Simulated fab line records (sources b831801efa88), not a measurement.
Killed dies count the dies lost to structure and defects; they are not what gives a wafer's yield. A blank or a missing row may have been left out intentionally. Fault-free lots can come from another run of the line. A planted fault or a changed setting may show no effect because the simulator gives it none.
Chamber matching || flow gf180mcu || GF_V2_CMP_04 on cmp-01: 4 sister chambers
The step polishes SiO2. 4 wafers are shown with their chamber, then 8 later ones without.

== WAFERS WITH THEIR CHAMBER ==
{"wafer": "L281.5", "chamber": 1, "motor-current-A (A)": 12.8}
{"wafer": "L289.5", "chamber": 2, "motor-current-A (A)": 12.3}
{"wafer": "L289.6", "chamber": 3, "motor-current-A (A)": 13.8}
{"wafer": "L291.3", "chamber": 0, "motor-current-A (A)": 10.4}

== WAFERS MISSING THEIR CHAMBER ==
{"wafer": "L291.4", "motor-current-A (A)": 12.3}
{"wafer": "L291.6", "motor-current-A (A)": 12.3}
{"wafer": "L294.2", "motor-current-A (A)": 14.1}
{"wafer": "L294.5", "motor-current-A (A)": 14.2}
{"wafer": "L294.6", "motor-current-A (A)": 10.3}
{"wafer": "L296.1", "motor-current-A (A)": 10.6}
{"wafer": "L296.4", "motor-current-A (A)": 12.0}
{"wafer": "L296.5", "motor-current-A (A)": 12.1}

== WHICH CHAMBER EACH WENT THROUGH ==
{"wafer": "L291.4", "from the rows above": 2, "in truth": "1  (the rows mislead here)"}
{"wafer": "L291.6", "from the rows above": 2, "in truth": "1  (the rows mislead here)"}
{"wafer": "L294.2", "from the rows above": 3, "in truth": 3}
{"wafer": "L294.5", "from the rows above": 3, "in truth": 3}
{"wafer": "L294.6", "from the rows above": 0, "in truth": 0}
{"wafer": "L296.1", "from the rows above": 0, "in truth": 0}
{"wafer": "L296.4", "from the rows above": 2, "in truth": 2}
{"wafer": "L296.5", "from the rows above": 2, "in truth": 2}
Correctly placed: 6 of 8. Can't be placed from these rows: 0. Number placed wrongly: 2.
How it was worked out, from the rows above alone: a wafer's distance from a chamber is the root of the sum, over the readings, of the square of ((its reading less the chamber's mean) divided by the reading's scatter). If the next closest chamber is less than 2 further off than the closest, the wafer can't be placed; otherwise it belongs to the closest. Each chamber's mean is taken over the wafers shown for it. The scatter (one wafer shown for each chamber): square how far every hidden wafer sits from the nearest shown wafer, average those squares and take the square root.
